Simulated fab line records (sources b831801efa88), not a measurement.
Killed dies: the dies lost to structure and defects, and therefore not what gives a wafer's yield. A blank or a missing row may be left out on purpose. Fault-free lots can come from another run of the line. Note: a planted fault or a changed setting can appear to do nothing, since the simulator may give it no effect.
Which of the tools did it? | flow sky130 | Sampling: 10 lots, 28 wafers, 2 of 708 route steps

WHAT THE GAUGES SHOWED, per wafer
SKY_LI_CONTACT_RS_MEAS_22: measurement is done with a four-point probe.
lot  | measured     | on            | LI_CONTACT_W_RS (ohm/sq)
L961 | day 29 23:11 | film-metro-03 | 0.2877 0.2847 0.2857
L963 | day 30 20:31 | film-metro-02 | 0.2841 0.2885 0.2854
L969 | day 32 22:59 | film-metro-04 | 0.3850 0.2865 0.3857 0.2864
L971 | day 33 08:14 | film-metro-04 | 0.3814 0.3856 0.3819 0.3850
L974 | day 34 01:50 | film-metro-02 | 0.2827 0.2820 0.2891
L975 | day 34 08:01 | film-metro-02 | 0.2833 0.2886 0.2836
L976 | day 34 19:46 | film-metro-03 | 0.2883 0.2878 0.2875
L980 | day 36 00:39 | film-metro-04 | 0.2885 0.2843 0.2894
L981 | day 36 04:35 | film-metro-02 | 0.2819 0.2825 0.2858
L982 | day 36 18:11 | film-metro-04 | 0.2888 0.2894 0.2873

EACH LOT AND THE TOOL THAT RAN IT (in order: tool; ch and the chambers of the sampled wafers; start)
lot  | SKY_LI_CONTACT_CVD_21
L961 | cvd-w-02 ch 0,1, day 29 23:04
L963 | cvd-w-01 ch 0,1, day 30 20:23
L969 | cvd-w-01 ch 1, day 32 22:50
L971 | cvd-w-01 ch 0,1, day 33 08:05
L974 | cvd-w-02 ch 0,1, day 34 01:41
L975 | cvd-w-02 ch 0,1, day 34 07:53
L976 | cvd-w-02 ch 0,1, day 34 19:37
L980 | cvd-w-01 ch 0,1, day 36 00:30
L981 | cvd-w-02 ch 0,1, day 36 04:27
L982 | cvd-w-02 ch 0,1, day 36 18:04
- SKY_LI_CONTACT_CVD_21: deposits W, target thk 400 nm, time 120.56 s.

THE ANSWER, worked out from the rows above alone
Rule: usual is defined by the lots themselves. Put in order of their means at a reading, lots are off if they are a third of the lots or fewer, leave a main group of 4 or more, and stand apart from it by a gap of 3 or more times the standard deviation of the main group's means; of several such gaps the widest counts. A main group whose means are all the same, to the digits that the tables above print for the reading, isn't used. Also off: a lot with no number at a reading for which 4 or more lots have one. The other lots that the step has rows for count as sound.
Off: L969, L971, at SKY_LI_CONTACT_RS_MEAS_22 (LI_CONTACT_W_RS). Main group: mean 0.2861 ohm/sq, sd 0.0016.
If a tool, at a process step before that reading, ran all the lots that are off and no sound lot after the first of them, it fits. Gauges at SKY_LI_CONTACT_RS_MEAS_22: tried the same way as those tools. Not one of the candidates tried fits.

WHAT WAS PUT IN BY THE SIMULATOR
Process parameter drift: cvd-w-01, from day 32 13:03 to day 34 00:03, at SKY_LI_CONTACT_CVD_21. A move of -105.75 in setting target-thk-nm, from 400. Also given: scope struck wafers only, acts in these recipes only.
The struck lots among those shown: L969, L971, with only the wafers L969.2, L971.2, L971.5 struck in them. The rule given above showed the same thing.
